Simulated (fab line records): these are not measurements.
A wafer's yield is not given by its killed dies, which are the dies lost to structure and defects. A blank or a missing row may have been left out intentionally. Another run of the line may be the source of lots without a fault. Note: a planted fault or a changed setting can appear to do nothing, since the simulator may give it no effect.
A lot that was struck, set against a sound lot / flow sky130 / 18 out of 708 route steps
Sound: the wafers L341.2, L341.4, L341.5. Wafers struck: L356.2, L356.5, L356.6. Last of all comes the cause.
Per side, at each step with rows, come the tool, then ch with its chambers, and then its first start. Under that, the readings that differ: sound wafers / struck wafers / difference of the means / sigmas: that difference in standard deviations of wafers without a fault.
alike: words and numbers the same on both sides, and readings whose means are apart by under 2 such deviations; not compared: readings that were withheld, readings missing a value for some wafer, numbers with overlapping values and no deviation given by the record, and bounds like >300 which may hide the same value.
The two part at a step that has a row with sigmas, a row that says differs or no value, or rows on one side only. Non-overlapping numbers with no deviation appear without sigmas and do not part them. A reading missing from all wafers of one side parts the sides only when that side holds two or more wafers.

SKY_METAL4_SPUTTER_02: material AlCu, target thk 735 nm, time 38.4 s.
  struck on pvd sputter-04, day 45 02:16; sound on pvd sputter-02, day 40 07:08
  alike: throttle valve pct
SKY_METAL4_SPUTTER_03: material Ti, target thk 5 nm, time 3.3 s.
  struck on pvd sputter-04, day 45 02:18; sound on pvd sputter-02, day 40 07:11
  alike: throttle valve pct
SKY_METAL4_SPUTTER_04: material TiN, target thk 70 nm, time 58.3 s.
  struck on pvd sputter-04, day 45 02:19; sound on pvd sputter-02, day 40 07:12
  alike: throttle valve pct
SKY_CAP2M_CVD_00: deposits SiO2, target thk 15.5 nm.
  sound on pecvd-02 ch 0,1, day 40 07:15; struck on pecvd-01 ch 0,1, day 45 02:22
  alike: heater power w
SKY_CAP2M_THK_MEAS_01:
  struck on film metro-04, day 45 02:24; sound on film metro-02, day 40 07:25
  alike: CAP2M_CVD_00_THK
SKY_CAP2M_SPUTTER_02: material TiN, target thk 200 nm, time 166.7 s.
  struck on pvd sputter-01, day 45 02:27; sound on pvd sputter-04, day 40 07:28
  alike: throttle valve pct
SKY_CAP2M_RS_MEAS_03: a four-point-probe measurement.
  struck on film metro-01, day 45 02:35; sound on film metro-02, day 40 07:36
  alike: CAP2M_TIN_RS
SKY_CAP2M_THK_MEAS_04: measures by xrf.
  struck on film metro-01, day 45 02:42; sound on film metro-02, day 40 07:43
  alike: CAP2M_TIN_THK
then, 4 steps without rows for these wafers: SKY_CAP2M_DEHYDRATE_05 (time 60 s); SKY_CAP2M_HMDS_06 (prime time 60 s); SKY_CAP2M_COAT_07 (resist thk 1140 nm); SKY_CAP2M_SOFTBAKE_08 (time 60 s).
SKY_CAP2M_EXPOSE_09: exposes mask CAP2M, target cd 1000 nm.
  sound on iline stepper-02 ch 0, day 40 19:29; struck on iline stepper-02 ch 0, day 45 13:01
  alike: mask
then, 2 steps without rows for these wafers: SKY_CAP2M_PEB_10; SKY_CAP2M_DEVELOP_11 (develop time 60 s).
SKY_CAP2M_OVL_MEAS_12:
  struck on overlay-01, day 45 22:50; sound on overlay-02, day 41 07:06
  alike: CAP2M_OVL
SKY_CAP2M_METAL_ETCH_13: etches TiN in Cl2/BCl3, stops on SiO2, target depth 220 nm, time 62.9 s.
  sound on rie metal-03 ch 0,1, day 41 07:08; struck on rie metal-03 ch 0,1, day 45 22:52
reading=model.CAP2M.cd nm (nm); sound=999.8 1002 1000; struck=988.4 978.9 986.1; difference=-16.1; sigmas=
  alike: drypump motor current A, oes product au, throttle valve pct
  not compared: rf hours counter h
then, 1 step without rows for these wafers: SKY_CAP2M_STRIP_14 (strips in O2/N2).

WHERE THEY PART
Nowhere in this record.

WHY: what the simulator had put in
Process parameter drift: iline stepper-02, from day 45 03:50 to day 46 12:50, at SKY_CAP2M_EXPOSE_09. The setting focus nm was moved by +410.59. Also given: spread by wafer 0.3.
